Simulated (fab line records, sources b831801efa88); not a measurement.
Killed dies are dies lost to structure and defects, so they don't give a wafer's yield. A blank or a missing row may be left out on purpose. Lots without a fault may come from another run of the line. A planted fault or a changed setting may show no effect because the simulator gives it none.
Which tool did it? | flow sky130 | 11 lots, 33 wafers sampled, at 3 steps of a route of 708

WHAT THE GAUGES READ, wafer by wafer
SKY_SD_N_RS_MEAS_17: measures by four-point-probe.
lot  | measured     | on            | SD_P_RS (ohm/sq)
L906 | day 29 01:47 | film_metro-02 | 147.0 146.5 146.8
L910 | day 31 04:19 | film_metro-04 | 146.7 147.3 147.6
L915 | day 31 15:30 | film_metro-03 | 147.4 147.4 147.0
L916 | day 31 18:11 | film_metro-03 | 146.8 147.4 146.7
L918 | day 32 06:32 | film_metro-02 | 147.2 147.1 146.7
L919 | day 32 19:38 | film_metro-03 | 150.5 150.9 150.8
L920 | day 32 21:24 | film_metro-04 | 146.7 146.7 147.2
L921 | day 33 11:37 | film_metro-03 | 150.7 150.0 149.9
L922 | day 33 16:55 | film_metro-02 | 149.6 150.4 149.6
L923 | day 33 20:43 | film_metro-02 | 146.8 146.9 146.8
L928 | day 35 13:32 | film_metro-02 | 147.0 147.6 147.1

WHICH TOOL RAN EACH LOT (tool, then ch and the chambers of the sampled wafers, then the start)
lot  | SKY_SD_P_IMPLANT_09             | SKY_SD_P_STRIP_10
L906 | implanter-04 ch 0, day 26 14:38 | plasma_asher-04 ch 0,1, day 26 14:47
L910 | implanter-03 ch 0, day 28 18:13 | plasma_asher-04 ch 0,1, day 28 18:22
L915 | implanter-04 ch 0, day 29 05:53 | plasma_asher-03 ch 0,1, day 29 06:01
L916 | implanter-03 ch 0, day 29 08:40 | plasma_asher-01 ch 0,1, day 29 08:49
L918 | implanter-02 ch 0, day 29 22:18 | plasma_asher-03 ch 0,1, day 29 22:25
L919 | implanter-03 ch 0, day 30 11:27 | plasma_asher-04 ch 0,1, day 30 11:34
L920 | implanter-02 ch 0, day 30 14:26 | plasma_asher-01 ch 0,1, day 30 14:34
L921 | implanter-03 ch 0, day 31 04:22 | plasma_asher-04 ch 0,1, day 31 04:31
L922 | implanter-03 ch 0, day 31 09:50 | plasma_asher-03 ch 0,1, day 31 09:59
L923 | implanter-02 ch 0, day 31 14:23 | plasma_asher-03 ch 0,1, day 31 14:32
L928 | implanter-04 ch 0, day 33 07:48 | plasma_asher-01 ch 1, day 33 07:56
- SKY_SD_P_IMPLANT_09
- SKY_SD_P_STRIP_10: strips in O2/N2.

THE ANSWER, worked out from the rows above alone
Rule: what is usual is taken from the lots themselves. Put in order of their means at a reading, lots are off if they are a third of the lots or fewer, leave a main group of 4 or more, and stand apart from it by a gap of 3 or more times the standard deviation of the main group's means; of several such gaps the widest counts. A main group whose means are all the same, to the digits that the tables above print for the reading, isn't used. A lot without any number at a reading at which 4 lots or more have one is off too. The other lots that the step has rows for count as sound.
Off: L919, L921, L922, at SKY_SD_N_RS_MEAS_17 (SD_P_RS). The main group: mean 147.0 ohm/sq, standard deviation 0.18.
A tool fits if, at a process step before that reading, it ran every lot that is off, and no sound lot after the first of them. The gauges at SKY_SD_N_RS_MEAS_17 are tried like those tools. One fits: implanter-03 at SKY_SD_P_IMPLANT_09. Its last sound lot is L916 (day 29 08:40), its first lot that is off L919 (day 30 11:27): a fault that began between those two fits.

WHAT THE SIMULATOR HAD PUT IN
Process parameter drift: implanter-03, from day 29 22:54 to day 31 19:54, at SKY_SD_P_IMPLANT_09. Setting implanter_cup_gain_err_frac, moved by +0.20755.
Lots struck among those shown: L919, L921, L922. The rule above found the same.
